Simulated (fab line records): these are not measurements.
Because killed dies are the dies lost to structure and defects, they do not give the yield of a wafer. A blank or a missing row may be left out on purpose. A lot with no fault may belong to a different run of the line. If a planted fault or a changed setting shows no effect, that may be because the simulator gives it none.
Struck lot and sound lot, side by side ; flow sky130 ; 30 out of 708 route steps
Sound: the wafers L645.3, L645.5, L645.6. The struck wafers were L653.1, L653.5, L653.6. The cause comes at the end.
For every step that has rows: the tool of each side, followed by ch and its chambers, followed by its first start. Under that, the readings that differ: sound wafers ; struck wafers ; difference of the means ; sigmas: that difference in standard deviations of wafers without a fault.
alike: same words and numbers on both sides, and readings whose means sit less than 2 such deviations apart. not compared: any withheld reading, any reading some wafer has no value for, any bound like >300 that may hide the same value, and any number with overlapping values for which the record gives no deviation.
A row with sigmas, a row that says differs or no value, or rows on one side alone: a step with any of these is where the two part. Numbers that don't overlap but have no deviation are shown without sigmas and don't part them. A reading missing from all wafers of one side parts the sides only when that side holds two or more wafers.

first, 6 steps without rows for these wafers: SKY_SONOS_ONO_HMDS_07 (prime time 60 s); SKY_SONOS_ONO_COAT_08 (resist thk 1140 nm); SKY_SONOS_ONO_SOFTBAKE_09 (time 60 s); SKY_SONOS_ONO_EXPOSE_10 (exposes mask ONOM, target cd 410 nm); SKY_SONOS_ONO_PEB_11; SKY_SONOS_ONO_DEVELOP_12 (develop time 60 s).
SKY_SONOS_ONO_CD_MEAS_13: the cd target is 410 nm.
  sound: cdSem-02 at day 13 06:49; struck: cdSem-02 at day 16 00:19
  alike: cdNm
SKY_SONOS_ONO_OVL_MEAS_14:
  sound: overlay-01 at day 13 06:55; struck: overlay-01 at day 16 00:26
reading;sound;struck;difference;sigmas
SONOS_ONO_OVL (nm);-5.2 -3.4 -3.1;-1.1 -0.7 -1.4;+2.8;+2
SKY_SONOS_ONO_ETCH_15: etches the open film in CHF3/O2, target depth 19.52 nm, time 7.8 s.
  sound on rieDiel-01 ch 0,1, day 13 06:56; struck on rieDiel-01 ch 0,1,3, day 16 00:28
  alike: drypumpMotorCurrentA, oesProductAu, throttleValvePct
  not compared: rfHoursCounterH
then, 1 step without rows for these wafers: SKY_SONOS_ONO_WET_ETCH_16 (etches SiO2 in dHF, target depth 14 nm, time 280 s).
SKY_SONOS_ONO_STRIP_17: strips in O2/N2.
  sound on plasmaAsher-03 ch 0,1, day 13 07:05; struck on plasmaAsher-02 ch 0,1, day 16 00:35
  alike: drypumpMotorCurrentA, n2FlowSccm, oesProductAu, stripTimeToEndpointS
  not compared: rfHoursCounterH
then, 1 step without rows for these wafers: SKY_SONOS_ONO_WET_ETCH_18 (etches Si3N4 in H3PO4, target depth 15 nm, time 172 s).
SKY_GATE_OXIDE_CLEAN_00: cleans in SC1/SC2, time 150 s.
  sound on wetBench-04 ch 2, day 13 07:12; struck on wetBench-01 ch 3, day 16 00:44
  no value came back on the struck wafers for bathGuardTempC (C), bathHeatDutyPct (%); on the sound wafers bathGuardTempC (C) reads 70.1 70.0 69.5
reading;sound;struck;difference;sigmas
model.SiO2_of_SONOS_ONO_CVD_04.thkNm (nm);4.899 4.808 4.812;5.62 5.588 5.683;+0.79;
then, 1 step without rows for these wafers: SKY_GATE_OXIDE_OXIDATION_01 (stabilise 600 s, purge 300 s, target thk 10.268 nm).
SKY_GATE_OXIDE_THK_MEAS_02:
  sound: filmMetro-01 at day 13 09:12; struck: filmMetro-03 at day 16 02:46
  alike: GATE_OXIDE_OXIDATION_00_THK
then, 7 steps without rows for these wafers: SKY_GATE_OXIDE_DEHYDRATE_03 (time 60 s); SKY_GATE_OXIDE_HMDS_04 (prime time 60 s); SKY_GATE_OXIDE_COAT_05 (resist thk 1140 nm); SKY_GATE_OXIDE_SOFTBAKE_06 (time 60 s); SKY_GATE_OXIDE_EXPOSE_07 (exposes mask LVOM, target cd 600 nm); SKY_GATE_OXIDE_PEB_08; SKY_GATE_OXIDE_DEVELOP_09 (develop time 60 s).
SKY_GATE_OXIDE_OVL_MEAS_10:
  sound: overlay-01 at day 14 11:14; struck: overlay-02 at day 17 06:34
  alike: GATE_OXIDE_OVL
then, 2 steps without rows for these wafers: SKY_GATE_OXIDE_IMPLANT_11; SKY_GATE_OXIDE_WET_ETCH_12 (etches SiO2 in dHF, target depth 16.8 nm, time 336 s).
SKY_GATE_OXIDE_STRIP_13: strips in O2/N2.
  sound on plasmaAsher-03 ch 0,1, day 14 11:33; struck on plasmaAsher-01 ch 0,1, day 17 06:51
  alike: drypumpMotorCurrentA, n2FlowSccm, oesProductAu, stripTimeToEndpointS
  not compared: rfHoursCounterH
SKY_GATE_OXIDE_TW_MEAS_14:
  sound: filmMetro-01 at day 14 11:38; struck: filmMetro-04 at day 17 06:57
  alike: GATE_OXIDE_TW
SKY_GATE_OXIDE_CLEAN_15: cleans in SC1/SC2, time 150 s.
  sound on wetBench-02 ch 3, day 14 11:41; struck on wetBench-01 ch 3, day 17 07:01
reading;sound;struck;difference;sigmas
model.SiO2_of_SONOS_ONO_CVD_04.thkNm (nm);4.218 4.126 4.131;4.94 4.907 5.002;+0.79;
  alike: bathGuardTempC, bathHeatDutyPct
then, 1 step without rows for these wafers: SKY_GATE_OXIDE_OXIDATION_16 (stabilise 600 s, purge 300 s, target thk 3.57 nm).
-- the record jumps here: 31 days lie between the struck wafers' starts before and after (it left off in module GATE_OXIDE and takes up again in module PAD_OPEN, whose first step shown is number 708 of the route) --
SKY_PAD_OPEN_PROBE_99:
  sound: prober-01 at day 46 08:32; struck: prober-02 at day 48 05:58
reading;sound;struck;difference;sigmas
killedAtFrontEnd;18 20 24;18 11 9;-8;-2
model.etest.sonosErased.driveUaUm;209 190.4 202.7;153.6 137.6 163.3;-49.2;
model.etest.sonosUncharged.rOnOhmUm;811.5 805.6 797.6;817.1 824.6 826.9;+18.0;
model.etest.capThickOxide.gateBvV (V);16.12 15.34 16.03;12.6 12.4 12.76;-3.2;
model.etest.capThickOxide.gateLog10ACm2;-7.09 -6.891 -7.207;-5.662 -5.568 -5.523;+1.478;
model.etest.capOno.gateLog10ACm2;-7.951 -7.744 -7.864;-8.994 -8.909 -9.017;-1.120;
model.etest.capOno.gateBvV (V);16.71 16.15 15.97;17.16 17.23 17.31;+0.96;
model.etest.capOno.toxAccNm (nm);12.97 12.77 12.8;13.74 13.67 13.7;+0.86;
model.etest.sonosProgrammed.offLog10AUm;-13.83 -14.06 -13.9;-13.47 -13.6 -13.07;+0.55;
  alike: killed_at_M0_to_M3, killed_at_M4_up, killedAtContacts, killedAtOther, killedDies, killedOpen, killedShort

== WHERE THEY PART ==
At SKY_SONOS_ONO_OVL_MEAS_14 first; at SKY_PAD_OPEN_PROBE_99 last (within this record only).

WHY: what the simulator had put in
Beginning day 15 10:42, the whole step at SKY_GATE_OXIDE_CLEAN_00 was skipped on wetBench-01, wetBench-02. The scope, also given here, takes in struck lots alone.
